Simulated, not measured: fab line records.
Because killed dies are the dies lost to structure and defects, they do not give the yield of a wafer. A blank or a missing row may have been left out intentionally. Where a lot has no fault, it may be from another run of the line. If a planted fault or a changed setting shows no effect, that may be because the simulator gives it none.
Which of the tools did it? -- flow gf180mcu -- Sampling: 12 lots, 36 wafers, 5 of 602 route steps

== WHAT EACH GAUGE READ, for each wafer ==
GF_MIM_THK_MEAS_06.
lot,measured,on,MIM_CVD_05_THK (nm)
L912,day 24 16:10,film_metro-04,41.3 41.4 42.5
L913,day 24 22:29,film_metro-01,42.8 41.9 42.3
L914,day 25 03:31,film_metro-01,41.3 41.6 42.3
L915,day 25 10:29,film_metro-02,41.5 39.6 42.3
L916,day 25 21:56,film_metro-01,39.9 41.6 42.5
L925,day 28 20:13,film_metro-04,42.8 42.1 42.8
L926,day 29 03:35,film_metro-04,42.1 42.2 43.0
L927,day 29 10:08,film_metro-04,40.6 41.1 41.9
L931,day 30 09:11,film_metro-01,42.2 41.7 42.5
L932,day 30 21:26,film_metro-04,41.6 41.3 42.4
L933,day 31 01:43,film_metro-04,41.6 42.2 41.8
L934,day 31 12:00,film_metro-04,42.3 42.6 42.1

GF_MIM_RS_MEAS_10: a four-point-probe measurement.
lot,measured,on,MIM_ALCU_RS (ohm/sq)
L912,day 24 16:20,film_metro-02,0.1616 0.1612 0.1588
L913,day 24 22:38,film_metro-01,0.1588 0.1608 0.1591
L914,day 25 03:41,film_metro-04,0.1620 0.1603 0.1607
L915,day 25 10:40,film_metro-01,0.1631 0.1613 0.1632
L916,day 25 22:06,film_metro-01,0.1615 0.1591 0.1608
L925,day 28 20:23,film_metro-01,0.1599 0.1613 0.1581
L926,day 29 03:45,film_metro-04,0.1616 0.1589 0.1597
L927,day 29 10:18,film_metro-02,0.1634 0.1617 0.1600
L931,day 30 09:20,film_metro-04,0.1635 0.1623 0.1629
L932,day 30 21:36,film_metro-01,0.1569 0.1586 0.1585
L933,day 31 01:53,film_metro-01,0.1635 0.1611 0.1634
L934,day 31 12:10,film_metro-04,0.1599 0.1603 0.1607

== WHAT TOOL EACH LOT RAN ON (gives the tool, then ch and the chambers of the sampled wafers, and finally the start) ==
lot,GF_V4_CMP_04,GF_MIM_CVD_05,GF_MIM_SPUTTER_08
L912,"cmp-02 ch 0,3, day 23 15:48","pecvd-04 ch 0,2, day 24 16:08","pvd_sputter-01, day 24 16:16"
L913,"cmp-01 ch 0,1,3, day 23 21:18","pecvd-02 ch 0,1,2, day 24 22:27","pvd_sputter-01, day 24 22:35"
L914,"cmp-01 ch 1,2, day 24 03:17","pecvd-04 ch 0,2, day 25 03:29","pvd_sputter-01, day 25 03:37"
L915,"cmp-01 ch 0,2, day 24 10:51","pecvd-04 ch 1,2, day 25 10:26","pvd_sputter-03, day 25 10:34"
L916,"cmp-01 ch 0,2,3, day 24 22:20","pecvd-04 ch 1,2, day 25 21:54","pvd_sputter-01, day 25 22:02"
L925,"cmp-02 ch 0,2,3, day 27 22:39","pecvd-02 ch 0,1, day 28 20:10","pvd_sputter-04, day 28 20:19"
L926,"cmp-02 ch 0,2, day 28 06:22","pecvd-02 ch 1,2, day 29 03:32","pvd_sputter-01, day 29 03:40"
L927,"cmp-01 ch 0,1, day 28 12:28","pecvd-03 ch 0,1,2, day 29 10:06","pvd_sputter-01, day 29 10:14"
L931,"cmp-02 ch 1,2,3, day 29 12:20","pecvd-04 ch 0,1, day 30 09:08","pvd_sputter-04, day 30 09:17"
L932,"cmp-01 ch 0,1,3, day 30 00:52","pecvd-02 ch 0,1,2, day 30 21:24","pvd_sputter-03, day 30 21:32"
L933,"cmp-01 ch 1,2, day 30 05:28","pecvd-02 ch 0,1,2, day 31 01:39","pvd_sputter-01, day 31 01:47"
L934,"cmp-02 ch 0,2,3, day 30 16:22","pecvd-02 ch 0,1,2, day 31 11:57","pvd_sputter-04, day 31 12:05"
- GF_V4_CMP_04: polishes SiO2.
- GF_MIM_CVD_05: deposits Si3N4, target thk 42 nm, time 29.086 s.
- GF_MIM_SPUTTER_08: material AlCu, target thk 200 nm, time 10.6 s.

== AS READ BY THE TOOLS THEMSELVES (means over the sampled wafers that have a number; for cases with no such wafer, the mark the record gives instead) ==
GF_V4_CMP_04.
lot,tool,edge_zone_pressure_frac,motor_current_A (A),time_to_endpoint_s (s)
L912,cmp-02,1.001,12.2,85
L913,cmp-01,1.002,11.8,82
L914,cmp-01,1.003,13.4,77
L915,cmp-01,1.003,11.1,82
L916,cmp-01,0.999,12.2,84
L925,cmp-02,1.008,12.6,79
L926,cmp-02,0.997,12.5,82
L927,cmp-01,1.001,11.0,83
L931,cmp-02,0.994,13.4,75
L932,cmp-01,1.003,11.9,82
L933,cmp-01,0.999,13.3,81
L934,cmp-02,0.999,12.7,88

GF_MIM_CVD_05.
lot,tool,heater_power_w (W),run_length_s (s)
L912,pecvd-04,562,57.1
L913,pecvd-02,652,57.2
L914,pecvd-04,529,57.3
L915,pecvd-04,627,56.6
L916,pecvd-04,524,56.4
L925,pecvd-02,618,57.2
L926,pecvd-02,625,56.7
L927,pecvd-03,590,56.6
L931,pecvd-04,553,56.8
L932,pecvd-02,620,56.9
L933,pecvd-02,645,57.0
L934,pecvd-02,629,56.9

GF_MIM_SPUTTER_08.
lot,tool,throttle_valve_pct (%)
L912,pvd_sputter-01,30.5
L913,pvd_sputter-01,29.7
L914,pvd_sputter-01,28.8
L915,pvd_sputter-03,30.3
L916,pvd_sputter-01,30.8
L925,pvd_sputter-04,29.6
L926,pvd_sputter-01,29.6
L927,pvd_sputter-01,29.5
L931,pvd_sputter-04,29.1
L932,pvd_sputter-03,30.1
L933,pvd_sputter-01,28.7
L934,pvd_sputter-04,29.7

== THE ANSWER, worked out from the rows above alone ==
Rule: the usual values come from the lots themselves. The widest of any qualifying gaps counts: lots, ordered by their means at a reading, are off when they make up no more than a third of the lots, leave a main group of 4 or more, and stand apart from it by 3 or more times the standard deviation of that group's means. A main group is skipped when, at the precision printed for the reading in the tables above, its means are all equal. A lot without any number at a reading at which 4 lots or more have one is off too. Any other lot the step has rows for is counted as sound. Order of review: gauges by route order, followed by the tools' own readings, for which a lot's mean as printed above is used. At the first step where some lot is off, the reading lying furthest off is the one used; lots without a number count as furthest.
None of the lots is off at any reading shown; this tells nothing.

== WHAT THE SIMULATOR HAD INSERTED ==
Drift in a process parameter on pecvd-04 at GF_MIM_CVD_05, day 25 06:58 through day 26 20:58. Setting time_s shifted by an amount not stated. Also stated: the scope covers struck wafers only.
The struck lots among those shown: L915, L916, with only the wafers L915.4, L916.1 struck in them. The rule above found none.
